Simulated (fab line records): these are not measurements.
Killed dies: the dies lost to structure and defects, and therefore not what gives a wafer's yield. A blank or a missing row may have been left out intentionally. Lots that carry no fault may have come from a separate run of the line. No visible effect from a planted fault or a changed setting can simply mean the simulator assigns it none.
Chamber matching | flow gf180mcu | GF_V4_CVD_02 on pecvd-04: 3 sister chambers
The step deposits SiO2 from TEOS, target thk 850 nm, time 94.851 s. 45 wafers are shown with their chamber, then 12 later ones without.

## EACH WAFER AND ITS CHAMBER
wafer  | chamber | heaterPowerW (W)
L074.1 | 2       | 608
L074.2 | 1       | 768
L074.3 | 0       | 649
L074.4 | 0       | 677
L074.5 | 2       | 641
L074.6 | 1       | 819
L077.4 | 2       | 550
L077.5 | 1       | 682
L077.6 | 0       | 517
L079.1 | 2       | 620
L079.3 | 0       | 666
L079.5 | 1       | 811
L080.1 | 2       | 681
L080.2 | 0       | 577
L080.3 | 1       | 839
L080.4 | 0       | 620
L080.5 | 2       | 546
L080.6 | 1       | 674
L081.1 | 2       | 572
L081.2 | 1       | 754
L081.6 | 1       | 797
L082.1 | 1       | 854
L082.2 | 0       | 615
L082.3 | 2       | 658
L082.4 | 1       | 679
L082.5 | 2       | 681
L082.6 | 0       | 650
L083.3 | 1       | 852
L083.4 | 2       | 535
L083.6 | 0       | 678
L084.2 | 0       | 574
L084.4 | 2       | 553
L084.6 | 1       | 849
L085.1 | 0       | 600
L085.3 | 0       | 631
L085.6 | 0       | 655
L091.1 | 2       | 563
L091.2 | 0       | 602
L091.3 | 1       | 810
L092.1 | 1       | 777
L092.3 | 0       | 620
L092.5 | 2       | 620
L093.1 | 0       | 539
L093.3 | 1       | 715
L093.5 | 0       | 594

SIGNATURES, as means of the wafers listed above
reading      | chamber 0 | chamber 1 | chamber 2 | scatter within a chamber
heaterPowerW | 615.53    | 778.67    | 602.15    | 54.7
Rule: for a wafer and a chamber, the distance is found by dividing, reading by reading, the gap between the wafer's reading and the chamber's mean by the reading's scatter, squaring, summing and taking the root. If the next closest chamber is less than 2 further off than the closest, the wafer can't be placed; otherwise it belongs to the closest. The scatter: the root of (the sum of the squares of (reading less its chamber's mean) over the shown wafers, divided by (wafers less chambers)).

## WAFERS WITHOUT THEIR CHAMBER
wafer  | heaterPowerW (W)
L094.2 | 745
L094.4 | 648
L094.5 | 528
L095.1 | 656
L095.2 | 835
L095.3 | 653
L095.4 | 518
L095.5 | 685
L095.6 | 676
L097.1 | 680
L097.3 | 588
L097.4 | 771

## WHICH CHAMBER EACH ONE RAN IN
wafer  | from the rows above          | in truth
L094.2 | can't be placed: 1 or 0 or 2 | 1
L094.4 | can't be placed: 0 or 2 or 1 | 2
L094.5 | can't be placed: 2 or 0      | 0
L095.1 | can't be placed: 0 or 2 or 1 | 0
L095.2 | 1                            | 1
L095.3 | can't be placed: 0 or 2 or 1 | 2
L095.4 | can't be placed: 2 or 0      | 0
L095.5 | can't be placed: 0 or 2 or 1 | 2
L095.6 | can't be placed: 0 or 2 or 1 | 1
L097.1 | can't be placed: 0 or 2 or 1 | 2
L097.3 | can't be placed: 2 or 0      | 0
L097.4 | 1                            | 1
2 of 12 placed correctly. Not placeable from these rows: 10 (in 10, the candidates include the true chamber). Placed wrongly: 0.
